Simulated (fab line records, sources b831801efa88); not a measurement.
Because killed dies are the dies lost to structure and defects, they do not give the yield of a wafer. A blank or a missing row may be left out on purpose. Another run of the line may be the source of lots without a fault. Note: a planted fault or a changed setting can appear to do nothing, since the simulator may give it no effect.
fab line records	flow sky130
[record] lots = 24	wafers = 72	last-day = 50
route steps=708 shown VIA1@479 METAL4@600 CAP2M@603
lots untouched by any fault: they come from a run of this same line in which no faults occurred
start-h: start of the lot's first displayed wafer, in hours after the record's first day	wait-h: how many hours have passed since the lot's step before this one	" identical to the entry in the row above	L1.1+2: a single row standing in for several wafers	- no value, or no start given	* or withheld: withheld	< > ~ a bound
route shown NAME@n: a module of which the file shows steps, and the number in the route of the first	usual: mean/standard deviation of fault-free wafers	same: alike in all rows	chamber/n: place in a boat	sites: the reading at each site	_std_site: standard deviation of those values	_edge_site: the outer-site mean with the inner-site mean subtracted	radius-mm: for every site, how far away it sits from the centre of the wafer	mask NAME#n: copy n	behind: tool/chamber where the wafer was last shaped	hold: why the lot was held/for how many hours/how that ended	device: transistor that didn't switch, given as n, p or np	end of line: the route-end tests of the same wafers	a step without rows: its recipe alone	killed: not the wafer's yield, but the dies lost to structure and defects at the first sort	map: dies across one wafer; x = killed, . = not, _ = none there
set.NAME: the setting as run; set.NAME@STEP: as run at that earlier step	model.NAME: the simulator's own value behind a step, which no gauge read
route steps across a sampled set of lots; one table per step, one row per wafer
services: from which hour (start-h, from the record's first day; less than 0 if before it) a tool's chamber was out of use, for how many hours, and why
[[steps]]
[step SKY_VIA1_CVD_21]
[recipe] material = W	target-thk-nm = 270	time-s = 80.902	temp-c = 400	pressure-torr = 40
[usual] heater-power-w = 861/90
lot.wafer	tool	chamber	start-h	wait-h	heater-power-w
L074.3	cvd-w-01	1	810.67	0.1	774
L074.4	"	0	"	"	979
L074.5	"	0	"	"	1001
L075.2	cvd-w-01	1	818.89	0.1	761
L075.3	"	1	"	"	776
L075.5	"	1	"	"	756
L076.4	cvd-w-01	0	829.98	0.1	1002
L076.5	"	0	"	"	1023
L076.6	"	1	"	"	750
L077.1	cvd-w-01	0	831.61	0.0	968
L077.2	"	1	"	"	774
L077.6	"	0	"	"	979
L078.2	cvd-w-01	1	835.31	0.0	767
L078.3	"	1	"	"	764
L078.4	"	0	"	"	981
L079.1	cvd-w-01	0	838.27	0.0	1005
L079.3	"	0	"	"	964
L079.6	"	0	"	"	1014
L080.2	cvd-w-02	0	848.96	0.0	957
L080.5	"	1	"	"	821
L080.6	"	0	"	"	945
L081.1	cvd-w-02	0	852.86	0.0	938
L081.4	"	1	"	"	817
L081.6	"	1	"	"	821
L082.1	cvd-w-01	1	865.55	0.0	763
L082.5	"	1	"	"	762
L082.6	"	0	"	"	983
L083.2	cvd-w-01	1	871.25	0.1	769
L083.3	"	1	"	"	787
L083.5	"	1	"	"	760
L084.3	cvd-w-01	1	878.41	0.1	781
L084.4	"	0	"	"	987
L084.6	"	1	"	"	780
L085.1	cvd-w-02	0	881.87	0.0	947
L085.2	"	1	"	"	834
L085.3	"	1	"	"	820
L086.1	cvd-w-02	0	884.68	0.0	941
L086.4	"	0	"	"	946
L086.5	"	1	"	"	818
L088.1	cvd-w-02	1	901.77	0.0	812
L088.3	"	0	"	"	950
L088.5	"	0	"	"	947
L087.2	cvd-w-02	1	903.81	0.0	827
L087.3	"	1	"	"	807
L087.4	"	0	"	"	946
L089.3	cvd-w-01	0	910.19	0.1	997
L089.4	"	1	"	"	773
L089.6	"	1	"	"	763
L091.1	cvd-w-02	1	919.98	0.0	786
L091.3	"	1	"	"	751
L091.6	"	1	"	"	776
L090.1	cvd-w-02	0	921.80	0.0	841
L090.3	"	1	"	"	771
L090.6	"	1	"	"	760
L092.1	cvd-w-02	1	927.26	0.0	765
L092.5	"	0	"	"	887
L092.6	"	1	"	"	783
L093.2	cvd-w-02	0	938.75	0.1	902
L093.3	"	0	"	"	865
L093.6	"	0	"	"	883
L094.2	cvd-w-02	0	940.50	0.1	885
L094.5	"	0	"	"	896
L094.6	"	0	"	"	884
L095.2	cvd-w-01	0	956.78	0.0	969
L095.4	"	0	"	"	1005
L095.5	"	0	"	"	967
L096.3	cvd-w-02	0	958.48	0.1	890
L096.4	"	1	"	"	792
L096.5	"	1	"	"	739
L097.1	cvd-w-01	1	962.25	0.0	742
L097.3	"	1	"	"	775
L097.5	"	0	"	"	1000
[step SKY_METAL4_SPUTTER_02]
[recipe] material = AlCu	target-thk-nm = 735	power-w = 10600	time-s = 39.1	chamber-pressure-pa = 0.4
[usual] cathode-dc-power-W = 10600/2	throttle-valve-pct = 30.4/0.72
lot.wafer	tool	chamber	start-h	wait-h	cathode-dc-power-W	throttle-valve-pct
L074.3	pvd-sputter-04	-	947.44	0.0	10601	29.6
L074.4	"	-	"	"	10602	30.1
L074.5	"	-	"	"	10599	30.2
L075.2	pvd-sputter-02	-	955.70	0.0	10599	32.2
L075.3	"	-	"	"	10598	29.0
L075.5	"	-	"	"	10602	31.5
L077.1	pvd-sputter-02	-	965.84	0.0	10600	31.7
L077.2	"	-	"	"	10599	31.1
L077.6	"	-	"	"	10603	29.3
L076.4	pvd-sputter-04	-	968.59	0.0	10598	30.3
L076.5	"	-	"	"	10596	29.8
L076.6	"	-	"	"	10599	30.5
L078.2	pvd-sputter-04	-	970.35	0.0	10602	30.6
L078.3	"	-	"	"	10603	30.7
L078.4	"	-	"	"	10600	30.5
L079.1	pvd-sputter-04	-	973.24	0.0	10599	30.5
L079.3	"	-	"	"	10604	30.3
L079.6	"	-	"	"	10603	29.6
L080.2	pvd-sputter-01	-	982.44	0.0	10599	30.6
L080.5	"	-	"	"	10600	30.9
L080.6	"	-	"	"	10601	30.8
L081.1	pvd-sputter-01	-	997.54	0.0	10600	30.2
L081.4	"	-	"	"	10603	31.0
L081.6	"	-	"	"	10604	30.5
L082.1	pvd-sputter-01	-	998.40	0.0	10597	29.3
L082.5	"	-	"	"	10602	29.3
L082.6	"	-	"	"	10597	31.1
L083.2	pvd-sputter-01	-	1001.96	0.0	10602	30.4
L083.3	"	-	"	"	10600	29.4
L083.5	"	-	"	"	10599	29.3
L084.3	pvd-sputter-01	-	1006.95	0.0	10597	30.5
L084.4	"	-	"	"	10601	30.6
L084.6	"	-	"	"	10598	30.8
L085.1	pvd-sputter-04	-	1011.02	0.0	10602	30.6
L085.2	"	-	"	"	10599	29.8
L085.3	"	-	"	"	10599	30.2
L086.1	pvd-sputter-01	-	1013.67	0.0	10602	31.2
L086.4	"	-	"	"	10599	29.5
L086.5	"	-	"	"	10598	30.7
L088.1	pvd-sputter-04	-	1030.44	0.0	10601	29.8
L088.3	"	-	"	"	10605	30.8
L088.5	"	-	"	"	10597	30.0
L087.2	pvd-sputter-01	-	1030.95	0.0	10598	30.6
L087.3	"	-	"	"	10599	30.5
L087.4	"	-	"	"	10604	30.7
L089.3	pvd-sputter-01	-	1037.29	0.0	10601	30.4
L089.4	"	-	"	"	10600	30.9
L089.6	"	-	"	"	10601	30.2
L091.1	pvd-sputter-01	-	1046.67	0.0	10599	30.3
L091.3	"	-	"	"	10600	30.9
L091.6	"	-	"	"	10602	30.3
L092.1	pvd-sputter-04	-	1053.41	0.0	10596	30.4
L092.5	"	-	"	"	10600	29.5
L092.6	"	-	"	"	10600	30.2
L090.1	pvd-sputter-04	-	1053.98	0.0	10601	29.4
L090.3	"	-	"	"	10598	30.7
L090.6	"	-	"	"	10602	30.3
L093.2	pvd-sputter-04	-	1061.34	0.0	10598	30.7
L093.3	"	-	"	"	10604	30.3
L093.6	"	-	"	"	10600	30.4
L094.2	pvd-sputter-02	-	1063.60	0.0	10599	32.2
L094.5	"	-	"	"	10602	31.5
L094.6	"	-	"	"	10600	31.9
L095.2	pvd-sputter-01	-	1078.61	0.0	10598	30.6
L095.4	"	-	"	"	10598	30.9
L095.5	"	-	"	"	10596	29.4
L096.3	pvd-sputter-02	-	1080.29	0.0	10600	31.3
L096.4	"	-	"	"	10603	31.7
L096.5	"	-	"	"	10599	31.5
L097.1	pvd-sputter-04	-	1083.98	0.0	10600	29.9
L097.3	"	-	"	"	10601	30.7
L097.5	"	-	"	"	10603	30.1
[step SKY_CAP2M_CVD_00]
[recipe] material = SiO2	target-thk-nm = 15.5	temp-c = 400	time-s = withheld	rf-w = 450
[usual] heater-power-w = 788/100
lot.wafer	tool	chamber	start-h	wait-h	heater-power-w
L074.3	pecvd-02	1	947.55	0.0	658
L074.4	"	0	"	"	789
L074.5	"	1	"	"	664
L075.2	pecvd-02	2	955.81	0.0	750
L075.3	"	0	"	"	733
L075.5	"	1	"	"	774
L077.1	pecvd-03	1	965.95	0.0	892
L077.2	"	2	"	"	853
L077.6	"	1	"	"	899
L076.4	pecvd-01	0	968.71	0.0	748
L076.5	"	1	"	"	601
L076.6	"	2	"	"	928
L078.2	pecvd-02	2	970.46	0.0	759
L078.3	"	1	"	"	834
L078.4	"	2	"	"	768
L079.1	pecvd-02	1	973.35	0.0	808
L079.3	"	0	"	"	727
L079.6	"	1	"	"	787
L080.2	pecvd-03	0	982.55	0.0	884
L080.5	"	2	"	"	850
L080.6	"	0	"	"	919
L081.1	pecvd-01	2	997.65	0.0	817
L081.4	"	1	"	"	659
L081.6	"	2	"	"	801
L082.1	pecvd-03	0	998.51	0.0	832
L082.5	"	0	"	"	831
L082.6	"	2	"	"	806
L083.2	pecvd-01	2	1002.07	0.0	983
L083.3	"	0	"	"	732
L083.5	"	2	"	"	963
L084.3	pecvd-02	1	1007.06	0.0	798
L084.4	"	1	"	"	796
L084.6	"	2	"	"	739
L085.1	pecvd-01	1	1011.12	0.0	558
L085.2	"	2	"	"	946
L085.3	"	0	"	"	669
L086.1	pecvd-02	0	1013.77	0.0	677
L086.4	"	0	"	"	640
L086.5	"	2	"	"	694
L088.1	pecvd-02	2	1030.55	0.0	673
L088.3	"	0	"	"	776
L088.5	"	2	"	"	666
L087.2	pecvd-01	1	1031.06	0.0	601
L087.3	"	0	"	"	663
L087.4	"	0	"	"	660
L089.3	pecvd-02	0	1037.40	0.0	749
L089.4	"	0	"	"	756
L089.6	"	1	"	"	809
L091.1	pecvd-03	1	1046.77	0.0	877
L091.3	"	2	"	"	868
L091.6	"	0	"	"	917
L092.1	pecvd-01	2	1053.52	0.0	952
L092.5	"	1	"	"	676
L092.6	"	0	"	"	659
L090.1	pecvd-03	0	1054.09	0.0	961
L090.3	"	2	"	"	805
L090.6	"	2	"	"	797
L093.2	pecvd-03	2	1061.45	0.0	838
L093.3	"	1	"	"	769
L093.6	"	1	"	"	762
L094.2	pecvd-03	1	1063.71	0.0	891
L094.5	"	1	"	"	872
L094.6	"	0	"	"	877
L096.3	pecvd-02	1	1080.40	0.0	826
L096.4	"	0	"	"	698
L096.5	"	1	"	"	795
L095.2	pecvd-03	1	1083.91	0.0	879
L095.4	"	2	"	"	779
L095.5	"	0	"	"	980
L097.1	pecvd-02	0	1084.09	0.0	748
L097.3	"	2	"	"	742
L097.5	"	0	"	"	753
[step SKY_CAP2M_RS_MEAS_03]
[recipe] thk-meas-gauge = four-point-probe	reads = TiN_of_CAP2M_SPUTTER_02
[usual] CAP2M_TIN_RS = 6.93/0.093
lot.wafer	tool	chamber	start-h	wait-h	CAP2M_TIN_RS[ohm/sq]
L074.3	film-metro-01	-	947.78	0.1	6.93
L074.4	"	-	"	"	6.74
L074.5	"	-	"	"	6.81
L075.2	film-metro-02	-	956.02	0.1	7.02
L075.3	"	-	"	"	6.91
L075.5	"	-	"	"	6.83
L077.1	film-metro-02	-	966.14	0.1	6.97
L077.2	"	-	"	"	6.88
L077.6	"	-	"	"	6.94
L076.4	film-metro-01	-	968.95	0.1	6.84
L076.5	"	-	"	"	6.82
L076.6	"	-	"	"	6.87
L078.2	film-metro-04	-	970.67	0.1	7.05
L078.3	"	-	"	"	6.92
L078.4	"	-	"	"	6.82
L079.1	film-metro-02	-	973.54	0.1	6.94
L079.3	"	-	"	"	7.01
L079.6	"	-	"	"	6.98
L080.2	film-metro-01	-	982.76	0.1	6.82
L080.5	"	-	"	"	6.86
L080.6	"	-	"	"	7.07
L081.1	film-metro-02	-	997.84	0.1	7.02
L081.4	"	-	"	"	6.84
L081.6	"	-	"	"	7.00
L082.1	film-metro-01	-	998.70	0.1	7.03
L082.5	"	-	"	"	6.81
L082.6	"	-	"	"	6.88
L083.2	film-metro-04	-	1002.28	0.1	6.88
L083.3	"	-	"	"	6.69
L083.5	"	-	"	"	6.77
L084.3	film-metro-04	-	1007.29	0.1	7.02
L084.4	"	-	"	"	6.86
L084.6	"	-	"	"	6.93
L085.1	film-metro-02	-	1011.31	0.1	6.97
L085.2	"	-	"	"	6.92
L085.3	"	-	"	"	6.95
L086.1	film-metro-04	-	1013.96	0.1	6.95
L086.4	"	-	"	"	7.02
L086.5	"	-	"	"	7.01
L088.1	film-metro-02	-	1030.74	0.1	7.01
L088.3	"	-	"	"	6.91
L088.5	"	-	"	"	6.93
L087.2	film-metro-04	-	1031.27	0.1	7.03
L087.3	"	-	"	"	6.87
L087.4	"	-	"	"	6.99
L089.3	film-metro-01	-	1037.63	0.1	6.95
L089.4	"	-	"	"	6.91
L089.6	"	-	"	"	7.01
L091.1	film-metro-04	-	1046.98	0.1	7.06
L091.3	"	-	"	"	6.82
L091.6	"	-	"	"	7.07
L092.1	film-metro-04	-	1053.71	0.1	6.96
L092.5	"	-	"	"	6.94
L092.6	"	-	"	"	6.96
L090.1	film-metro-04	-	1054.29	0.1	7.01
L090.3	"	-	"	"	6.93
L090.6	"	-	"	"	7.01
L093.2	film-metro-02	-	1061.66	0.1	6.85
L093.3	"	-	"	"	6.74
L093.6	"	-	"	"	6.78
L094.2	film-metro-02	-	1063.92	0.1	7.15
L094.5	"	-	"	"	7.05
L094.6	"	-	"	"	7.13
L096.3	film-metro-01	-	1080.63	0.1	6.84
L096.4	"	-	"	"	6.86
L096.5	"	-	"	"	6.98
L095.2	film-metro-04	-	1084.12	0.1	6.94
L095.4	"	-	"	"	6.92
L095.5	"	-	"	"	6.93
L097.1	film-metro-01	-	1084.28	0.1	6.86
L097.3	"	-	"	"	6.99
L097.5	"	-	"	"	6.93
[step SKY_CAP2M_STRIP_14]
[recipe] chemistry = O2/N2	power-w = 1400	pressure-mtorr = 1500	platen-temp-c = withheld	o2-flow-sccm = 3000	n2-flow-sccm = 300	overash-fraction = 0.5
[usual] drypump-motor-current-A = 5.6/0.56	oes-product-au = 0.711/0.0046	strip-time-to-endpoint-s = 12.66/0.062
[same] overash-fraction = 0.5
lot.wafer	tool	chamber	start-h	wait-h	drypump-motor-current-A	oes-product-au	rf-hours-counter-h	strip-time-to-endpoint-s
L074.3	plasma-asher-01	0	971.73	0.1	6.4	0.700	-	12.79
L074.4	"	1	"	"	5.7	0.711	-	12.68
L074.5	"	1	"	"	5.6	0.714	-	12.71
L075.2	plasma-asher-02	1	979.99	0.1	5.4	0.710	54	12.59
L075.3	"	0	"	"	4.9	0.708	-	12.60
L075.5	"	0	"	"	4.9	0.717	-	12.62
L077.1	plasma-asher-01	1	990.10	0.1	5.6	0.713	25	12.63
L077.2	"	0	"	"	6.4	0.711	25	12.66
L077.6	"	1	"	"	5.6	0.715	-	12.64
L076.4	plasma-asher-02	1	991.73	0.1	5.4	0.711	-	12.59
L076.5	"	0	"	"	4.9	0.709	-	12.48
L076.6	"	1	"	"	5.4	0.710	-	12.59
L078.2	plasma-asher-01	1	993.60	0.1	5.6	0.712	25	12.61
L078.3	"	1	"	"	5.6	0.714	-	12.62
L078.4	"	0	"	"	6.4	0.714	-	12.75
L079.1	plasma-asher-01	1	997.18	0.1	5.7	0.715	25	12.71
L079.3	"	1	"	"	5.6	0.711	-	12.77
L079.6	"	1	"	"	5.6	0.705	-	12.75
L080.2	plasma-asher-03	1	1006.33	0.1	6.3	0.700	87	12.63
L080.5	"	1	"	"	6.3	0.706	-	12.68
L080.6	"	0	"	"	4.9	0.717	-	12.65
L081.1	plasma-asher-02	0	1021.24	0.1	4.9	0.711	58	12.62
L081.4	"	1	"	"	5.4	0.711	-	12.72
L081.6	"	1	"	"	5.4	0.714	-	12.71
L082.1	plasma-asher-02	1	1022.14	0.1	5.4	0.706	59	12.70
L082.5	"	0	"	"	4.9	0.704	-	12.77
L082.6	"	1	"	"	5.4	0.707	-	12.75
L083.2	plasma-asher-03	1	1024.94	0.1	6.3	0.705	89	12.61
L083.3	"	0	"	"	4.9	0.708	-	12.60
L083.5	"	0	"	"	4.9	0.714	-	12.57
L084.3	plasma-asher-01	0	1030.63	0.1	6.4	0.711	-	12.66
L084.4	"	1	"	"	5.6	0.714	-	12.66
L084.6	"	0	"	"	6.4	0.705	-	12.64
L085.1	plasma-asher-01	0	1034.04	0.1	6.4	0.716	29	12.65
L085.2	"	1	"	"	5.6	0.716	29	12.60
L085.3	"	1	"	"	5.6	0.716	-	12.60
L086.1	plasma-asher-02	1	1036.85	0.1	5.4	0.711	60	12.64
L086.4	"	1	"	"	5.4	0.712	-	12.59
L086.5	"	0	"	"	4.9	0.710	-	12.58
L088.1	plasma-asher-02	1	1054.20	0.1	5.4	0.711	62	12.53
L088.3	"	1	"	"	5.4	0.711	-	12.51
L088.5	"	1	"	"	5.4	0.707	-	12.57
L087.2	plasma-asher-03	1	1054.33	0.1	6.3	0.698	92	12.63
L087.3	"	0	"	"	4.9	0.702	-	12.66
L087.4	"	1	"	"	6.3	0.706	-	12.54
L089.3	plasma-asher-02	1	1059.44	0.1	5.4	0.715	-	12.71
L089.4	"	0	"	"	4.9	0.713	-	12.72
L089.6	"	1	"	"	5.4	0.700	-	12.74
L091.1	plasma-asher-02	0	1068.30	0.1	4.9	0.700	63	12.78
L091.3	"	0	"	"	4.9	0.718	-	12.70
L091.6	"	1	"	"	5.4	0.708	-	12.67
L092.1	plasma-asher-02	0	1074.90	0.1	5.0	0.713	64	12.63
L092.5	"	0	"	"	4.9	0.709	-	12.67
L092.6	"	1	"	"	5.4	0.707	-	12.69
L090.1	plasma-asher-03	1	1075.42	0.1	6.3	0.713	94	12.73
L090.3	"	0	"	"	4.9	0.707	-	12.74
L090.6	"	0	"	"	4.9	0.711	-	12.70
L093.2	plasma-asher-01	0	1082.85	0.1	6.4	0.711	34	12.68
L093.3	"	0	"	"	6.3	0.709	-	12.66
L093.6	"	1	"	"	5.6	0.709	-	12.62
L094.2	plasma-asher-01	1	1085.80	0.1	5.6	0.709	34	12.66
L094.5	"	1	"	"	5.6	0.705	-	12.60
L094.6	"	0	"	"	6.4	0.708	-	12.72
L096.3	plasma-asher-02	1	1102.30	0.1	5.4	0.710	-	12.72
L096.4	"	0	"	"	4.9	0.721	-	12.66
L096.5	"	0	"	"	4.9	0.711	-	12.66
L095.2	plasma-asher-01	0	1105.17	0.1	6.4	0.704	36	12.72
L095.4	"	1	"	"	5.6	0.712	-	12.78
L095.5	"	0	"	"	6.4	0.716	-	12.70
L097.1	plasma-asher-02	0	1105.44	0.1	4.9	0.723	67	12.57
L097.3	"	1	"	"	5.4	0.707	-	12.64
L097.5	"	0	"	"	4.9	0.707	-	12.64
[step SKY_METAL4_DESCUM_15]
[recipe] chemistry = O2	source-power-w = 150	bias-power-w = 0	pressure-mtorr = 10	temp-c = 40	time-s = 8
[usual] drypump-motor-current-A = 5.8/0.42	oes-product-au = 1.005/0.016
[same] bias-power-w = 0
lot.wafer	tool	chamber	start-h	wait-h	drypump-motor-current-A	oes-product-au	rf-hours-counter-h
L074.3	rie-metal-01	0	996.22	0.0	5.1	1.046	-
L074.4	"	1	"	"	5.9	1.004	-
L074.5	"	0	"	"	5.1	1.035	-
L075.2	rie-metal-02	0	1004.11	0.0	6.3	0.979	12
L075.3	"	1	"	"	5.8	1.008	-
L075.5	"	0	"	"	6.2	0.985	-
L077.1	rie-metal-01	1	1013.92	0.0	6.0	1.015	20
L077.2	"	0	"	"	5.1	1.043	9
L077.6	"	0	"	"	5.1	1.035	-
L076.4	rie-metal-01	0	1015.30	0.0	5.1	1.029	-
L076.5	"	1	"	"	5.9	1.010	-
L076.6	"	0	"	"	5.1	1.026	-
L078.2	rie-metal-01	0	1017.37	0.0	5.1	1.029	9
L078.3	"	0	"	"	5.1	1.028	-
L078.4	"	1	"	"	5.9	0.996	-
L079.1	rie-metal-02	0	1021.61	0.0	6.2	0.989	13
L079.3	"	0	"	"	6.2	0.992	-
L079.6	"	1	"	"	5.8	0.998	-
L080.2	rie-metal-02	0	1030.52	0.0	6.2	0.987	14
L080.5	"	0	"	"	6.2	0.981	-
L080.6	"	1	"	"	5.8	1.003	-
L081.1	rie-metal-02	0	1044.56	0.0	6.3	0.994	14
L081.4	"	1	"	"	5.8	1.012	-
L081.6	"	1	"	"	5.8	1.001	-
L082.1	rie-metal-01	1	1045.89	0.0	5.9	1.002	22
L082.5	"	1	"	"	5.9	1.010	-
L082.6	"	0	"	"	5.1	1.037	-
L083.2	rie-metal-03	0	1048.42	0.0	5.3	1.008	7
L083.3	"	1	"	"	6.0	1.010	-
L083.5	"	1	"	"	6.0	1.007	-
L084.3	rie-metal-03	1	1053.52	0.0	6.0	0.998	-
L084.4	"	0	"	"	5.3	1.004	-
L084.6	"	0	"	"	5.2	0.997	-
L085.1	rie-metal-03	0	1056.64	0.0	5.3	1.002	8
L085.2	"	1	"	"	6.0	1.006	12
L085.3	"	1	"	"	6.0	1.001	-
L086.1	rie-metal-01	1	1060.16	0.0	5.9	0.992	23
L086.4	"	1	"	"	5.9	0.993	-
L086.5	"	1	"	"	6.0	0.989	-
L087.2	rie-metal-02	1	1076.01	0.0	5.8	1.005	25
L087.3	"	0	"	"	6.2	0.981	-
L087.4	"	1	"	"	5.8	1.012	-
L088.1	rie-metal-03	0	1076.36	0.0	5.2	1.011	9
L088.3	"	1	"	"	6.0	1.014	-
L088.5	"	1	"	"	6.0	1.012	-
L089.3	rie-metal-01	1	1080.85	0.0	5.9	1.003	-
L089.4	"	0	"	"	5.1	1.028	-
L089.6	"	1	"	"	5.9	0.996	-
L091.1	rie-metal-02	0	1090.42	0.0	6.2	0.982	18
L091.3	"	0	"	"	6.3	0.981	-
L091.6	"	1	"	"	5.8	1.020	-
L092.1	rie-metal-02	1	1096.61	0.0	5.8	1.022	26
L092.5	"	0	"	"	6.3	0.984	-
L092.6	"	1	"	"	5.8	1.015	-
L090.1	rie-metal-03	1	1097.64	0.0	6.0	1.012	15
L090.3	"	0	"	"	5.3	1.006	-
L090.6	"	0	"	"	5.3	1.003	-
L093.2	rie-metal-02	0	1104.73	0.0	6.3	0.972	-
L093.3	"	0	"	"	6.3	1.002	-
L093.6	"	0	"	"	6.3	0.984	-
L094.2	rie-metal-02	0	1107.38	0.0	6.3	1.001	-
L094.5	"	0	"	"	6.2	0.984	-
L094.6	"	0	"	"	6.3	0.995	-
L096.3	rie-metal-03	1	1123.78	0.0	6.0	1.008	-
L096.4	"	0	"	"	5.2	1.019	-
L096.5	"	1	"	"	6.0	1.003	-
L095.2	rie-metal-02	0	1126.29	0.0	6.3	0.975	22
L095.4	"	1	"	"	5.8	1.009	-
L095.5	"	0	"	"	6.2	0.987	-
L097.1	rie-metal-02	0	1126.99	0.0	6.3	0.989	23
L097.3	"	0	"	"	6.3	0.982	-
L097.5	"	0	"	"	6.3	0.983	-
[[services]]
tool	chamber	start-h	hours	kind
pvd-sputter-04	-	807.20	3.0	repair
pecvd-02	2	808.27	16.9	repair
rie-metal-02	-	810.71	0.8	repair
pecvd-02	-	812.34	12.7	repair
rie-metal-02	-	812.68	0.4	repair
cvd-w-01	0	813.49	15.3	repair
cvd-w-02	-	822.32	14.0	repair
pvd-sputter-04	-	824.55	9.4	repair
pvd-sputter-01	-	831.23	8.0	repair
cvd-w-01	-	839.90	14.6	pm
pvd-sputter-01	-	848.44	4.2	repair
pvd-sputter-01	-	852.78	1.3	repair
cvd-w-01	0	871.13	2.8	repair
rie-metal-02	1	882.80	4.5	repair
pecvd-02	0	889.30	9.8	repair
cvd-w-02	-	904.00	14.0	pm
pecvd-02	1	913.91	20.7	repair
plasma-asher-02	-	918.72	3.2	repair
cvd-w-02	1	938.04	2.7	repair
plasma-asher-02	-	943.61	5.7	repair
cvd-w-02	-	1047.36	6.0	pm
cvd-w-01	1	1050.51	25.0	repair
cvd-w-01	0	1057.19	2.5	repair
cvd-w-01	-	1064.48	2.8	pm
[[key]]
fault none
